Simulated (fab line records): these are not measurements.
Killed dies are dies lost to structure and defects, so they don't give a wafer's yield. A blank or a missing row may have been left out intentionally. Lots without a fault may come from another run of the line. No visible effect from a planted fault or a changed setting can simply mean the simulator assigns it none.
Matching of chambers	flow gf180mcu	cmp-02 running GF_V2_CMP_04: 4 sister chambers
The step polishes SiO2. 8 wafers are shown with their chamber, then 9 later ones without.

## EACH WAFER AND ITS CHAMBER
wafer	chamber	motor_current_A (A)	edge_zone_pressure_frac
L374.2	3	12.7	1.001
L374.5	1	14.1	0.999
L375.4	1	12.8	0.998
L381.3	0	13.5	0.995
L381.5	0	13.1	0.992
L382.1	3	12.4	0.996
L382.2	2	10.9	1.001
L382.5	2	11.5	1.004

## WAFERS WITH NO CHAMBER GIVEN
wafer	motor_current_A (A)	edge_zone_pressure_frac
L387.4	14.2	0.996
L387.5	11.2	0.995
L387.6	13.0	1.011
L391.1	13.6	1.005
L391.2	11.3	1.003
L391.6	14.1	1.003
L393.1	11.0	0.995
L393.2	13.2	1.008
L393.3	13.0	1.002

## WHICH CHAMBER EACH ONE RAN IN
wafer	from the rows above	in truth
L387.4	can't be placed: 1 or 0 or 3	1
L387.5	can't be placed: 3 or 2 or 0 or 1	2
L387.6	can't be placed: 2 or 1 or 3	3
L391.1	can't be placed: 1 or 3 or 2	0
L391.2	2	2
L391.6	can't be placed: 1 or 3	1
L393.1	can't be placed: 2 or 3 or 0 or 1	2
L393.2	can't be placed: 1 or 3 or 2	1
L393.3	can't be placed: 1 or 3 or 2 or 0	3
Correct placement for 1 of the 9. Not placeable from these rows: 8 (in 7, the candidates include the true chamber). Placed wrongly: 0.
How it was worked out, from the rows above alone: a wafer's distance from a chamber is the root of the sum, over the readings, of the square of ((its reading less the chamber's mean) divided by the reading's scatter). If the next closest chamber is less than 2 further off than the closest, the wafer can't be placed; otherwise it belongs to the closest. The mean given for a chamber averages the wafers shown for that chamber. How the scatter is found: for the shown wafers, subtract from each reading the mean of its chamber, square and add these, divide the total by (wafers less chambers), then take the root.
